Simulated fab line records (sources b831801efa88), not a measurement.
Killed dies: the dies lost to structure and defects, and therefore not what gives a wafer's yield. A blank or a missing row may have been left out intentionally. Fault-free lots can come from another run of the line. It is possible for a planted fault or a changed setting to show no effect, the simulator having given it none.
What tool caused it?    flow sky130    14 lots with 42 wafers sampled at 4 steps, on a route of 708 steps

WHAT THE GAUGES SHOWED, per wafer
SKY_VT_ADJUST_LVTN_OVL_MEAS_07. Usual: VT_ADJUST_LVTN_OVL gives 0.1 nm (standard deviation 1.4).
lot   measured      on          VT_ADJUST_LVTN_OVL (nm)  flag
L571  day 7 00:03   overlay-02  2.0 2.3 2.5              
L572  day 7 06:08   overlay-01  -1.1 -1.3 -0.3           
L573  day 7 14:17   overlay-01  3.9 0.5 1.5              
L574  day 7 23:18   overlay-01  2.3 1.0 -0.3             
L581  day 9 19:18   overlay-01  -0.1 -1.4 1.5            
L582  day 10 03:00  overlay-01  1.1 1.2 0.5              
L583  day 10 04:48  overlay-02  1.2 1.4 0.0              
L585  day 10 16:03  overlay-02  -1.0 -1.0 -2.3           
L587  day 11 07:23  overlay-02  0.7 -1.1 -0.1            
L590  day 12 09:27  overlay-01  -1.0 0.2 -1.6            
L591  day 12 10:15  overlay-01  0.0 -0.7 0.9             
L592  day 12 18:18  overlay-01  -0.2 0.6 -0.8            
L593  day 12 21:06  overlay-01  -1.8 1.4 -1.6            
L594  day 13 03:13  overlay-01  0.6 1.5 -1.2             

SKY_SONOS_ONO_THK_MEAS_01. Usual: SONOS_ONO_OXIDATION_THK gives 2.61 nm (standard deviation 0.064).
lot   measured      on             SONOS_ONO_OXIDATION_THK (nm)  flag
L571  day 11 13:32  film-metro-01  2.64 2.56 2.59                
L572  day 11 20:32  film-metro-03  2.57 2.55 2.55                
L573  day 12 05:35  film-metro-01  2.58 2.63 2.53                
L574  day 12 18:56  film-metro-02  2.70 2.72 2.65                
L581  day 15 00:27  film-metro-03  2.53 2.57 2.57                
L582  day 15 11:11  film-metro-02  2.50 2.49 2.53                
L583  day 15 15:10  film-metro-03  2.59 2.51 2.58                
L585  day 16 07:56  film-metro-02  2.56 2.58 2.61                
L587  day 16 21:39  film-metro-03  2.61 2.61 2.59                
L590  day 18 04:34  film-metro-03  2.61 2.60 2.57                
L591  day 18 04:34  film-metro-02  2.69 2.70 2.68                
L592  day 18 17:20  film-metro-01  2.67 2.63 2.62                
L593  day 18 20:11  film-metro-01  2.67 2.70 2.77                
L594  day 18 23:19  film-metro-02  2.70 2.71 2.72                

SKY_POLY_GATE_THK_MEAS_01. Usual: POLY_GATE_CVD_00_THK gives 180.2 nm (standard deviation 1.2).
lot   measured      on             POLY_GATE_CVD_00_THK (nm)  flag
L571  day 14 01:10  film-metro-01  180.7 182.9 180.8          
L572  day 14 08:24  film-metro-04  180.1 180.0 179.9          
L573  day 14 18:33  film-metro-01  179.5 179.8 178.3          
L574  day 15 11:03  film-metro-01  178.3 179.7 178.6          
L581  day 17 23:41  film-metro-03  179.4 179.2 181.9          
L582  day 18 07:44  film-metro-01  179.3 178.9 179.1          
L583  day 18 12:51  film-metro-03  179.8 180.0 181.0          
L585  day 19 12:51  film-metro-01  181.3 181.0 181.4          
L587  day 19 20:34  film-metro-03  180.0 179.7 181.0          
L590  day 21 02:59  film-metro-03  179.4 177.9 177.5          
L591  day 21 03:00  film-metro-04  180.0 180.4 180.4          
L592  day 21 17:26  film-metro-03  180.6 179.4 180.6          
L593  day 21 18:58  film-metro-03  180.9 181.0 182.7          
L594  day 21 20:30  film-metro-03  177.8 179.5 180.2          

WHAT TOOL EACH LOT RAN ON (gives the tool, then ch and the chambers of the sampled wafers, and finally the start)
lot   SKY_VT_ADJUST_NCORE_SOFTBAKE_03
L571  litho-track-01 ch 0, day 8 06:42
L572  litho-track-01 ch 0, day 8 13:25
L573  litho-track-04 ch 0, day 8 21:30
L574  litho-track-04 ch 0, day 9 06:42
L581  litho-track-04 ch 0, day 11 05:17
L582  litho-track-02 ch 0, day 11 14:53
L583  litho-track-02 ch 0, day 11 16:44
L585  litho-track-01 ch 0, day 12 04:34
L587  litho-track-04 ch 0, day 12 20:08
L590  litho-track-04 ch 0, day 13 22:59
L591  litho-track-01 ch 0, day 14 00:04
L592  litho-track-01 ch 0, day 14 09:33
L593  litho-track-04 ch 0, day 14 12:08
L594  litho-track-02 ch 0, day 14 17:58
- SKY_VT_ADJUST_NCORE_SOFTBAKE_03: time 60 s.

WHAT THE TOOLS THEMSELVES READ (means of the sampled wafers that have a number; where no wafer has one, the mark that the record gives instead)
SKY_VT_ADJUST_NCORE_SOFTBAKE_03. Usual: heater-power-total-W 56.60 W, standard deviation 0.048; plate-temp-C 90.01 C, standard deviation 0.11.
lot   tool            heater-power-total-W (W)  plate-temp-C (C)  flag
L571  litho-track-01  56.58                     89.96             
L572  litho-track-01  56.61                     90.01             
L573  litho-track-04  56.55                     90.03             
L574  litho-track-04  56.57                     90.02             
L581  litho-track-04  56.55                     90.04             
L582  litho-track-02  55.37                     88.72             OFF
L583  litho-track-02  55.41                     88.72             OFF
L585  litho-track-01  56.58                     90.01             
L587  litho-track-04  56.59                     90.01             
L590  litho-track-04  56.59                     90.04             
L591  litho-track-01  56.62                     90.20             
L592  litho-track-01  56.59                     89.83             
L593  litho-track-04  56.61                     89.79             
L594  litho-track-02  56.58                     90.03             

THE ANSWER, worked out from the rows above alone
Rule: a lot counts as off when the mean over its wafers that have a number is more than 3 standard deviations away from the usual mean. Also off: a lot with no number at a reading for which 4 or more lots have one. The other lots that the step has rows for count as sound. Order of review: gauges by route order, followed by the tools' own readings, for which a lot's mean as printed above is used. The first step at which some lot is off is used, and at that step the reading that is off furthest; a lot without a number counts as furthest.
Off: L582, L583 (SKY_VT_ADJUST_NCORE_SOFTBAKE_03, heater-power-total-W).
If a tool, at that step or one of the process steps before it, ran each lot that is off and ran no sound lot following the first of them, it fits. Not one of the candidates tried fits.

WHAT HAD BEEN PUT IN BY THE SIMULATOR
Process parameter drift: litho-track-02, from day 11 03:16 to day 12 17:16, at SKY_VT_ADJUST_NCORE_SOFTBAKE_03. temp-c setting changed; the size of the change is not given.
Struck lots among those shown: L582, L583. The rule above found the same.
